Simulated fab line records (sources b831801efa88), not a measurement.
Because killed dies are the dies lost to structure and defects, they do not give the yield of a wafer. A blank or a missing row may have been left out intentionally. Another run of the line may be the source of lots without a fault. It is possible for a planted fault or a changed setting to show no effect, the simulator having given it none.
The tool behind it: which one?    flow sky130    33 wafers from 11 lots sampled at 5 of the route's 708 steps

WHAT EACH GAUGE READ, for each wafer
SKY_FIELD_ISO_THK_MEAS_02. Usual: FIELD_ISO_OXIDATION_00_THK 12.01 nm, standard deviation 0.24.
lot   measured     on             FIELD_ISO_OXIDATION_00_THK (nm)  flag
L964  day 1 12:23  film-metro-03  11.53 11.69 11.82                
L965  day 1 16:38  film-metro-03  11.74 11.86 11.48                
L966  day 1 22:10  film-metro-04  12.07 12.11 11.97                
L967  day 2 05:05  film-metro-04  11.64 11.58 11.61                
L971  day 3 02:30  film-metro-03  11.77 11.74 11.83                
L972  day 3 04:01  film-metro-02  12.00 11.94 11.96                
L973  day 3 08:38  film-metro-04  12.09 12.28 11.99                
L976  day 3 23:54  film-metro-04  11.98 11.91 12.05                
L977  day 4 06:34  film-metro-04  12.02 12.05 11.92                
L978  day 4 12:21  film-metro-02  11.83 11.90 11.96                
L986  day 6 02:16  film-metro-03  12.20 11.70 12.13                

SKY_FIELD_ISO_THK_MEAS_23. Usual: FIELD_ISO_OXIDATION_01_THK 9.97 nm, standard deviation 0.21.
lot   measured     on             FIELD_ISO_OXIDATION_01_THK (nm)  flag
L964  day 2 07:31  film-metro-03  10.17 10.03 9.94                 
L965  day 2 12:25  film-metro-04  10.03 10.04 9.96                 
L966  day 2 20:52  film-metro-03  9.66 9.57 9.74                   
L967  day 3 03:35  film-metro-04  9.86 9.99 9.70                   
L971  day 4 01:01  film-metro-03  10.00 9.99 9.94                  
L972  day 4 01:01  film-metro-04  10.21 10.18 10.20                
L973  day 4 09:36  film-metro-02  10.08 9.78 9.80                  
L976  day 4 22:19  film-metro-02  10.03 10.15 10.08                
L977  day 5 03:16  film-metro-02  16.56 16.50 16.55                OFF
L978  day 5 09:31  film-metro-04  16.97 16.94 16.80                OFF
L986  day 7 07:52  film-metro-04  10.40 10.37 10.35                

SKY_VT_ADJUST_HVTP_TW_MEAS_11. Usual: VT_ADJUST_HVTP_TW 1350, standard deviation 19.
lot   measured      on             VT_ADJUST_HVTP_TW  flag
L964  day 6 00:30   film-metro-03  1381 1374 1387     
L965  day 6 13:50   film-metro-03  1381 1378 1386     
L966  day 6 19:02   film-metro-02  1347 1341 1336     
L967  day 7 01:24   film-metro-02  1321 1325 1326     
L971  day 8 02:56   film-metro-03  1370 1366 1364     
L972  day 8 03:35   film-metro-01  1337 1344 1340     
L973  day 8 15:56   film-metro-01  1339 1347 1351     
L976  day 9 08:57   film-metro-01  1359 1348 1348     
L977  day 9 11:28   film-metro-02  1333 1322 1325     
L978  day 9 17:23   film-metro-01  1351 1353 1360     
L986  day 12 07:47  film-metro-03  1356 1363 1356     

WHICH TOOL RAN EACH LOT (tool, then ch and the chambers of the sampled wafers, then the start)
lot   SKY_FIELD_ISO_OXIDATION_22    SKY_DNWELL_STRIP_08
L964  furnace-01 ch 0, day 2 06:20  plasma-asher-04 ch 0, day 3 03:34
L965  furnace-02 ch 0, day 2 11:14  plasma-asher-02 ch 0,1, day 3 15:46
L966  furnace-02 ch 0, day 2 19:41  plasma-asher-02 ch 0,1, day 3 20:50
L967  furnace-01 ch 0, day 3 02:24  plasma-asher-02 ch 0,1, day 4 01:29
L971  furnace-02 ch 0, day 3 23:50  plasma-asher-04 ch 0, day 4 23:13
L972  furnace-02 ch 0, day 3 23:50  plasma-asher-02 ch 0,1, day 4 23:26
L973  furnace-01 ch 0, day 4 08:25  plasma-asher-02 ch 0, day 5 11:19
L976  furnace-02 ch 0, day 4 21:07  plasma-asher-04 ch 0,1, day 5 21:26
L977  furnace-01 ch 0, day 5 02:05  plasma-asher-04 ch 0,1, day 6 01:28
L978  furnace-01 ch 0, day 5 08:21  plasma-asher-02 ch 0,1, day 6 07:10
L986  furnace-02 ch 0, day 7 06:41  plasma-asher-04 ch 0,1, day 8 12:50
- SKY_FIELD_ISO_OXIDATION_22: stabilise 600 s, purge 300 s, target thk 10 nm.
- SKY_DNWELL_STRIP_08: strips in O2/N2.

AS READ BY THE TOOLS THEMSELVES (means over the sampled wafers that have a number; for cases with no such wafer, the mark the record gives instead)
SKY_FIELD_ISO_OXIDATION_22. Usual: spike-tc-bottom-C 968.1 C, standard deviation 1.2; spike-tc-centre-C 950.5 C, standard deviation 1.3; spike-tc-lower-C 949.0 C, standard deviation 1.1; spike-tc-top-C 960 C, standard deviation 4.8; spike-tc-upper-C 950.7 C, standard deviation 1.3; tube-center-temp-C 949.99 C, standard deviation 0.086; tube_center_temp_C_max 952.4, standard deviation 0.37; zone-power-centre-pct 21.51 %, standard deviation 0.21; zone-power-lower-pct 20.5 %, standard deviation 0.66; zone-power-top-pct 35.5 %, standard deviation 0.41; zone-power-upper-pct 18.7 %, standard deviation 1.4.
lot   tool        spike-tc-bottom-C (C)  spike-tc-centre-C (C)  spike-tc-lower-C (C)  spike-tc-top-C (C)  spike-tc-upper-C (C)  tube-center-temp-C (C)  tube_center_temp_C_max  zone-power-centre-pct (%)  zone-power-lower-pct (%)  zone-power-top-pct (%)  zone-power-upper-pct (%)  flag
L964  furnace-01  967.3                  951.6                  948.2                 965                 950.4                 949.95                  952.5                   21.50                      21.3                      35.5                    17.3                      
L965  furnace-02  969.3                  949.6                  949.8                 955                 951.9                 950.03                  952.6                   21.40                      19.8                      35.7                    20.3                      
L966  furnace-02  969.0                  950.1                  948.8                 954                 951.4                 950.02                  952.3                   21.45                      19.8                      35.6                    20.2                      
L967  furnace-01  967.8                  951.9                  948.7                 965                 949.6                 949.97                  952.6                   21.47                      21.1                      35.0                    17.3                      
L971  furnace-02  968.9                  949.8                  949.1                 955                 951.4                 950.01                  952.2                   21.37                      19.9                      35.4                    20.3                      
L972  furnace-02  968.7                  950.0                  948.8                 954                 951.4                 949.94                  952.2                   21.48                      19.7                      35.9                    20.2                      
L973  furnace-01  967.8                  950.8                  949.7                 963                 950.3                 950.01                  952.6                   21.53                      21.3                      35.7                    17.7                      
L976  furnace-02  969.2                  950.1                  950.9                 955                 950.4                 949.96                  952.5                   21.60                      19.9                      36.1                    20.3                      
L977  furnace-01  1012.7                 996.6                  992.4                 1009                994.8                 994.65                  997.3                   23.97                      23.4                      38.7                    19.2                      OFF
L978  furnace-01  1013.2                 996.5                  992.8                 1008                994.8                 994.62                  997.0                   23.50                      23.3                      38.2                    19.4                      OFF
L986  furnace-02  969.4                  949.3                  949.6                 954                 951.9                 949.90                  952.3                   21.62                      19.9                      35.8                    20.2                      

SKY_DNWELL_STRIP_08. Usual: drypump-motor-current-A 5.6 A, standard deviation 0.37; o2-flow-sccm 2998 sccm, standard deviation 9.8; oes-product-au 0.722 a.u., standard deviation 0.0046; strip-time-to-endpoint-s 36.89 s, standard deviation 0.11.
lot   tool             drypump-motor-current-A (A)  o2-flow-sccm (sccm)  oes-product-au (a.u.)  strip-time-to-endpoint-s (s)  flag
L964  plasma-asher-04  5.8                          3002                 0.717                  36.82                         
L965  plasma-asher-02  5.7                          2993                 0.721                  36.85                         
L966  plasma-asher-02  5.5                          2983                 0.724                  36.93                         
L967  plasma-asher-02  5.7                          3001                 0.726                  36.92                         
L971  plasma-asher-04  5.7                          2996                 0.720                  36.91                         
L972  plasma-asher-02  5.7                          2992                 0.722                  37.06                         
L973  plasma-asher-02  5.9                          2999                 0.724                  36.96                         
L976  plasma-asher-04  5.3                          3001                 0.721                  36.95                         
L977  plasma-asher-04  5.3                          2992                 0.724                  36.92                         
L978  plasma-asher-02  5.5                          3013                 0.723                  36.81                         
L986  plasma-asher-04  5.3                          3002                 0.727                  36.78                         

THE ANSWER, worked out from the rows above alone
Rule: a lot is off if the mean of its wafers that have a number lies more than 3 standard deviations from the usual mean. Also off: a lot with no number at a reading for which 4 or more lots have one. Where the step has rows for the other lots, those lots are counted as sound. Order of review: gauges by route order, followed by the tools' own readings, for which a lot's mean as printed above is used. At the first step where some lot is off, the reading lying furthest off is the one used; lots without a number count as furthest.
Off: L977, L978, at SKY_FIELD_ISO_THK_MEAS_23 (FIELD_ISO_OXIDATION_01_THK).
If a tool, at a process step before that reading, ran all the lots that are off and no sound lot after the first of them, it fits. Not tried: the gauges at SKY_FIELD_ISO_THK_MEAS_23; whatever is off there is also off at SKY_FIELD_ISO_OXIDATION_22, on other tools, and gauge error can't account for it. One fits: SKY_FIELD_ISO_OXIDATION_22 on furnace-01. Its last sound lot is L973 (day 4 08:25), its first lot that is off L977 (day 5 02:05): a fault that began between those two fits.
The tool's own readings at SKY_FIELD_ISO_OXIDATION_22 bear it out: on the lots that are off they differ by more than 5 times the standard deviation of the sound lots' means. spike-tc-bottom-C reads 1013.0 C there against 968.6 C on the sound lots; spike-tc-centre-C reads 996.5 C there against 950.4 C on the sound lots; spike-tc-lower-C reads 992.6 C there against 949.3 C on the sound lots; spike-tc-top-C reads 1008 C there against 958 C on the sound lots; spike-tc-upper-C reads 994.8 C there against 951.0 C on the sound lots; tube-center-temp-C reads 994.63 C there against 949.98 C on the sound lots; tube_center_temp_C_max reads 997.1 there against 952.4 on the sound lots; zone-power-centre-pct reads 23.73 % there against 21.49 % on the sound lots; zone-power-top-pct reads 38.5 % there against 35.6 % on the sound lots.

WHAT THE SIMULATOR PUT IN
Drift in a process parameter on furnace-01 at SKY_FIELD_ISO_OXIDATION_22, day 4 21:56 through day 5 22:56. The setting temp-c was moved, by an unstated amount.
Struck lots among those shown: L977, L978. Same finding as the rule above.
